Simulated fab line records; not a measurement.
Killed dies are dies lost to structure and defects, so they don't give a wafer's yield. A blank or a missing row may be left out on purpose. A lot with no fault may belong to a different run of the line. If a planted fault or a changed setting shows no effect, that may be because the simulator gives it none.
Chamber matching -- flow gf180mcu -- GF_V1_CMP_04 on cmp-01 has 4 sister chambers
The step polishes SiO2. 14 wafers are shown with their chamber, then 7 later ones without.

## WAFERS WITH THEIR CHAMBER
wafer,chamber,motor-current-A (A),time-to-endpoint-s (s)
L596.4,3,12.2,89
L596.5,2,12.0,91
L596.6,1,14.8,86
L599.1,1,15.0,76
L599.5,1,14.0,78
L599.6,2,12.4,80
L603.1,1,15.7,68
L603.4,2,11.8,74
L603.5,3,11.3,77
L606.2,1,15.0,75
L606.4,2,12.5,88
L606.6,0,12.4,84
L608.3,2,12.0,82
L608.4,1,15.2,78

SIGNATURES (averages over the wafers above)
reading,chamber 0,chamber 1,chamber 2,chamber 3,scatter within a chamber
motor-current-A,12.400,14.950,12.140,11.750,0.481
time-to-endpoint-s,84.00,76.83,83.00,83.00,6.49
Rule: a wafer lies at a distance from a chamber equal to the root of the sum of squares, over the readings, of (its reading less the chamber's mean, divided by the reading's scatter). If the next closest chamber is less than 2 further off than the closest, the wafer can't be placed; otherwise it belongs to the closest. The scatter: take each reading less its chamber's mean, square it, sum over the shown wafers, divide by the number of wafers less the number of chambers, and take the root.

## WAFERS WHOSE CHAMBER IS MISSING
wafer,motor-current-A (A),time-to-endpoint-s (s)
L608.5,12.5,86
L610.2,12.2,75
L610.4,12.6,76
L610.6,15.4,77
L615.2,12.5,81
L615.3,12.8,77
L615.4,15.2,77

## THE CHAMBER EACH PASSED THROUGH
wafer,from the rows above,in truth
L608.5,can't be placed: 0 or 2 or 3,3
L610.2,can't be placed: 2 or 0 or 3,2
L610.4,can't be placed: 0 or 2 or 3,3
L610.6,1,1
L615.2,can't be placed: 0 or 2 or 3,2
L615.3,can't be placed: 0 or 2 or 3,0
L615.4,1,1
Correctly placed: 2 of 7. Not placeable from these rows: 5 (in 5, the candidates include the true chamber). Placed wrongly: 0.
